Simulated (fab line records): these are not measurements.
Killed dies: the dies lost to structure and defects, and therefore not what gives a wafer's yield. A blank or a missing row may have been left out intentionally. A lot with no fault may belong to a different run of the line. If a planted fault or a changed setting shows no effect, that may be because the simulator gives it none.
Problem report in the 8D (eight disciplines) form, filled by code | flow gf180mcu | the parts of the form that need people (team, actions taken, sign-off) are left out

## 1. WHAT WENT WRONG
Across 6 wafers from 2 lots, POLY_GATE_CVD_00_THK at GF_POLY_GATE_THK_MEAS_01 averages 179.5 nm, while fault-free wafers read 199.5 nm with a standard deviation of 1.7. That is -12 standard deviations from the usual mean.
Seen first at day 12 21:51 on film metro-02, wafer L711.2. At this step, 33 wafers from 11 lots have a number in the record. Rule for "out", or "out of limits": more than 4 standard deviations from the usual mean. Any other wafer with a number is counted as sound.

## 2. WHAT IT IS, AND WHAT IT ISN'T
question                    | is                           | is not
which readings at this step | POLY_GATE_CVD_00_THK         | -
which lots                  | L711, L713                   | L699, L701, L703, L704, L705, L709, L714, L715, L720
which wafers of those lots  | all that have a number       | -
read on which gauges        | film metro-02, film metro-03 | film metro-04
when                        | from day 12 21:51            | up to then (18 sound wafers); but 9 sound wafers of L714, L715, L720 came after

## 3. WHAT RULES OUT EACH SUSPECT
Counting: a tool at a process step up to the reading stays a suspect if it ran every lot that is out and no sound lot after the first of them.
- the gauge at GF_POLY_GATE_THK_MEAS_01 is ruled out. Those wafers that are out were read across 2 gauges (film metro-02, film metro-03).
- lpcvd-02 at GF_POLY_GATE_CVD_00 (deposits poly-Si, target thk 200 nm, time 1200 s): kept. All lots that are out passed through it, beginning with L711 at day 12 20:30, and no sound lot followed; its final sound lot before that point was L709 at day 12 14:29. Its own readings are out on those wafers: pressure mtorr.
Left after counting: lpcvd-02 at GF_POLY_GATE_CVD_00.

## 4. THE CAUSE (what the simulator had put in)
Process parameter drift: lpcvd-02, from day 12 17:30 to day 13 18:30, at GF_POLY_GATE_CVD_00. From 200, the setting pressure mtorr moved by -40. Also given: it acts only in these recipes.
The count eliminated every tool but this one.

## 5. SEQUENCE OF EFFECTS, ordered by route
Rows list readings where the struck wafers' mean (over those with a number) sits beyond 3 standard deviations from the usual. Only readings for which the record gives a usual standard deviation are gone through. hours: the time from each lot's start at the first step in this table that gives one to its start at this step, as a median over the lots. sigmas: the change in usual standard deviations.
hours | step                     | reading              | usual       | on struck wafers | change | sigmas
0     | GF_POLY_GATE_CVD_00      | pressure mtorr       | 200.1 mTorr | 159.8            | -40.2  | -99 or more
1     | GF_POLY_GATE_THK_MEAS_01 | POLY_GATE_CVD_00_THK | 199.5 nm    | 179.5            | -20.0  | -12
22    | GF_POLY_GATE_ETCH_13     | oes product au       | 0.991 a.u.  | 0.929            | -0.062 | -9.0
Here are the process steps it includes:
- GF_POLY_GATE_CVD_00: deposits poly-Si, target thk 200 nm, time 1200 s.
- GF_POLY_GATE_ETCH_13: etches poly-Si in HBr/Cl2, stops on SiO2, target depth 198.5 nm, time 69.6 s.
Later steps that measure or inspect, where all struck wafers having a row at the step show a number for every such reading and not one has moved that far: GF_M2_THK_MEAS_06.

## 6. WHAT WOULD HAVE CAUGHT IT SOONER
Counted from the fault's start at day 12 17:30, it took 4 hours until the first out-of-limits reading at a measuring or inspecting step in this record, taken at day 12 21:51.
The tool's own readings at GF_POLY_GATE_CVD_00 were out on every struck wafer that the step has a row for (pressure mtorr): an alarm limit on them would have fired on the first of those.
Lots out: 2; of these, L713 started GF_POLY_GATE_CVD_00 on lpcvd-02 after day 12 21:51. Had the tool been put on hold then, it would have been spared.
